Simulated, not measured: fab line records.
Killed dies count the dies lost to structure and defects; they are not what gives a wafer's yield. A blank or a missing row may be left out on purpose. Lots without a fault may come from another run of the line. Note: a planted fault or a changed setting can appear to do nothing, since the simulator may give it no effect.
Code-filled problem report in 8D (eight disciplines) form ; flow gf180mcu ; the parts of the form that need people (team, actions taken, sign-off) are left out

== 1. THE PROBLEM ==
V1_W_RS at GF_V1_RS_MEAS_24 reads a mean of 0.293 ohm/sq on 1 wafer of 1 lot; wafers without a fault read 0.329 ohm/sq with a standard deviation of 0.0034. That puts it -11 standard deviations away from the usual mean.
The step: measures by four-point-probe.
Earliest sighting: wafer L150.5 on film metro-03 at day 23 11:22. At this step, 33 wafers from 11 lots have a number in the record. Rule for "out" (also "out of limits"): further than 4 standard deviations from the usual mean. Any other wafer with a number is counted as sound.

== 2. WHAT IT IS, WHAT IT ISN'T ==
question;is;is not
which readings at this step;V1_W_RS;-
which lots;L150;L136, L137, L138, L140, L141, L142, L143, L144, L154, L159
which wafers of those lots;L150.5;L150.2, L150.6
read on which gauges;film metro-03;film metro-02
when;from day 23 11:22;"up to then (26 sound wafers); but 6 sound wafers of L154, L159 came after"

== 3. THE SUSPECTS, EACH WITH WHAT RULES IT OUT ==
Counting: any tool at a process step up to the reading remains a suspect provided it ran every lot that is out. Sound lots after the first of them don't rule it out here, since some wafers of a struck lot are sound.
- the gauge at GF_V1_RS_MEAS_24: ruled out. All the wafers that are out were read on film metro-03, but those of them that GF_V1_CVD_23 has rows for are out there too, on other tools.
- pvd sputter-01 at GF_M1_SPUTTER_02 (material AlCu, target thk 450 nm, time 23.9 s): kept. It processed L150, the lot that is out, at day 21 09:01, and its most recent sound lot before then was L142 at day 18 09:48.
- rie diel-02 at GF_V1_ETCH_17 (etches SiO2 in C4F8/O2/Ar, stops on TiN, target depth 630 nm): kept. It processed L150, the lot that is out, at day 23 11:13, and its most recent sound lot before then was L144 at day 21 07:08. With no start given for some of its lots, GF_V1_ETCH_17 uses the hours and lot order of GF_V1_CVD_23.
- cvd w-02 at GF_V1_CVD_23 (deposits W, target thk 350 nm, time 105.05 s): kept. It processed L150, the lot that is out, at day 23 11:13, and its most recent sound lot before then was L144 at day 21 07:08. Out on those wafers are its own readings of chamber pressure Torr.
- Within rie diel-02 at GF_V1_ETCH_17, the wafers that are out were processed in chamber 2 and their sound lot-mates in chamber 3.
- Within cvd w-02 at GF_V1_CVD_23, the wafers that are out were processed in chamber 1 and their sound lot-mates in chamber 0.
Still standing after the count: pvd sputter-01 at GF_M1_SPUTTER_02, rie diel-02 at GF_V1_ETCH_17, cvd w-02 at GF_V1_CVD_23.

== 4. THE CAUSE (what the simulator had put in) ==
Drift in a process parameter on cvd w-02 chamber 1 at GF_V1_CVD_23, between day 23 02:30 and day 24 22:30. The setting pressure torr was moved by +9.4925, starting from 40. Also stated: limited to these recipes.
3 suspects survive the count, and this tool is in that group.

== 5. SEQUENCE OF EFFECTS, ordered by route ==
Rows list readings where the struck wafers' mean (over those with a number) sits beyond 3 standard deviations from the usual. Only readings whose record carries a usual standard deviation are examined. hours: median over the lots of the time between each lot's start at the first step of this table that gives one and its start at this step. sigmas: the change, counted in usual standard deviations.
hours;step;reading;usual;on struck wafers;change;sigmas
0;GF_V1_CVD_23;chamber pressure Torr;40.00 Torr;49.51;+9.51;+95
0;GF_V1_RS_MEAS_24;V1_W_RS;0.329 ohm/sq;0.293;-0.036;-11
0;GF_V1_THK_MEAS_25;V1_W_THK;349 nm;391;+42;+8.9
Process steps it contains:
- GF_V1_CVD_23: deposits W, target thk 350 nm, time 105.05 s.

== 6. WHAT WOULD HAVE CAUGHT IT SOONER ==
The first out-of-limits reading at a measuring or inspecting step in this record came at day 23 11:22, 9 hours after the fault's start at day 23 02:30.
At GF_V1_CVD_23, the tool's own readings (chamber pressure Torr) were out on each struck wafer the step has a row for, so an alarm limit on them would have fired on the first such wafer.
Each of the lots that are out, 1 in all, had begun GF_V1_CVD_23 on cvd w-02 no later than day 23 11:22. Holding the tool at that point would not have protected any of them.
